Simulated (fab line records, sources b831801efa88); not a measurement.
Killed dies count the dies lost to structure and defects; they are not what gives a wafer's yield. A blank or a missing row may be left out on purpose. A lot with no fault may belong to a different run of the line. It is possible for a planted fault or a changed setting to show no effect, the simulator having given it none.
Struck lot and sound lot, side by side    flow sky130    17 steps out of a route of 708
Sound: these wafers, L234.1, L234.2, L234.4. Wafers struck: L236.1, L236.2, L236.3. Last of all comes the cause.
Per side, at each step with rows, come the tool, then ch with its chambers, and then its first start. Under that, the readings that differ: sound wafers    struck wafers    difference of the means    sigmas: that difference in standard deviations of wafers without a fault.
alike: same words and numbers on both sides, and readings whose means sit less than 2 such deviations apart. not compared: any withheld reading, any reading some wafer has no value for, any bound like >300 that may hide the same value, and any number with overlapping values for which the record gives no deviation.
A row with sigmas, a row that says differs or no value, or rows on one side alone: a step with any of these is where the two part. Numbers that have no deviation but don't overlap get no sigmas and don't part them. A reading that every wafer of one side lacks parts them only if that side has two wafers or more.

SKY_FIELD_ISO_THK_MEAS_02:
  struck on filmMetro-03, day 4 14:38; sound on filmMetro-03, day 4 05:38
  alike: FIELD_ISO_OXIDATION_00_THK
then, 1 step without rows for these wafers: SKY_FIELD_ISO_CVD_03 (deposits Si3N4 from DCS/NH3, target thk 165 nm, time 2830 s).
SKY_FIELD_ISO_THK_MEAS_04:
  struck on filmMetro-03, day 4 16:29; sound on filmMetro-04, day 4 08:21
  alike: FIELD_ISO_CVD_03_THK
then, 8 steps without rows for these wafers: SKY_FIELD_ISO_DEHYDRATE_05 (time 60 s); SKY_FIELD_ISO_HMDS_06 (prime time 60 s); SKY_FIELD_ISO_COAT_07 (resist thk 60 nm); SKY_FIELD_ISO_COAT_08 (resist thk 450 nm); SKY_FIELD_ISO_SOFTBAKE_09 (time 90 s); SKY_FIELD_ISO_EXPOSE_10 (exposes mask FOM, target cd 150 nm); SKY_FIELD_ISO_PEB_11; SKY_FIELD_ISO_DEVELOP_12 (develop time 60 s).
SKY_FIELD_ISO_CD_MEAS_13 targets a cd of 150 nm.
  struck on cdSem-02, day 5 11:11; sound on cdSem-01, day 5 01:50
  alike: cdNm
SKY_FIELD_ISO_ETCH_14: etches BARC in N2/H2, stops on SiO2, time 45.9 s, target depth 60 nm.
  sound on rieDiel-03 ch 1,2,3, day 5 01:57; struck on rieDiel-03 ch 0,1,3, day 5 11:18
  no value came back on the struck wafers for any of 7 readings (biasW (W), chamberPressureMTorr (mTorr) and others); on the sound wafers biasW (W) reads 99.81 100.10 100.34
reading                                          sound              struck             difference  sigmas
model.KrF-thick_of_FIELD_ISO_COAT_08.thkNm (nm)  394.3 394.8 393.4  433.4 433.8 432.7  +39.1       
SKY_FIELD_ISO_ETCH_15: etches the open film in CHF3/O2, stops on Si, target depth 180 nm, time 72 s.
  sound on rieDiel-03 ch 1,2,3, day 5 01:59; struck on rieDiel-03 ch 0,1,3, day 5 11:20
reading                                          sound              struck             difference  sigmas
oesProductAu (a.u.)                              0.944 0.943 0.940  0.374 0.371 0.369  -0.571      -78
throttleValvePct (%)                             8.864 8.857 8.829  8.684 8.677 8.666  -0.174      -18
model.KrF-thick_of_FIELD_ISO_COAT_08.thkNm (nm)  240.5 240.6 235.4  277 277.9 278      +39         
  alike: O2_flow_sccm, biasW, chf3FlowSccm, drypumpMotorCurrentA, rfFwdPowerW
  not compared: rfHoursCounterH
SKY_FIELD_ISO_STRIP_16: strips in O2/N2.
  sound on plasmaAsher-01 ch 0,1, day 5 02:03; struck on plasmaAsher-03 ch 0,1, day 5 11:24
reading                   sound              struck             difference  sigmas
oesProductAu (a.u.)       0.377 0.377 0.368  0.393 0.404 0.395  +0.023      +5
stripTimeToEndpointS (s)  3.594 3.593 3.549  3.981 3.980 3.993  +0.406      +15
  alike: drypumpMotorCurrentA
  not compared: rfHoursCounterH
SKY_FIELD_ISO_ETCH_17: etches Si in HBr/Cl2/O2, target depth 342 nm, time 97.7 s.
  sound on rieSi-02 ch 0,1,2, day 5 02:09; struck on rieSi-01 ch 0,2,3, day 5 11:30
  alike: HBr_flow_sccm, O2_flow_sccm, drypumpMotorCurrentA, oesProductAu, rfFwdPowerW, throttleValvePct
  not compared: rfHoursCounterH
-- here the record skips 44 days between the struck wafers' starts before and after, leaving off in module FIELD_ISO and picking up in module PAD_OPEN (first step shown: number 708 of the route) --
SKY_PAD_OPEN_PROBE_99:
  struck on prober-01, day 49 13:32; sound on prober-01, day 49 08:59
reading           sound     struck       difference  sigmas
killedAtFrontEnd  25 10 18  430 411 425  +404        +94
killedDies        99 87 84  492 492 492  +402        +41
killedOnRim       15 15 16  96 96 96     +81         +19
  alike: killed_at_M0_to_M3, killed_at_M4_up, killedAtContacts, killedAtOther, killedOpen, killedShort

== WHERE THEY PART ==
First at SKY_FIELD_ISO_ETCH_14; last, within this record, at SKY_PAD_OPEN_PROBE_99.

WHY: what had been put in by the simulator
Skipped step whole: rieDiel-03, from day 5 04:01 on, at SKY_FIELD_ISO_ETCH_14. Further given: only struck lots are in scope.
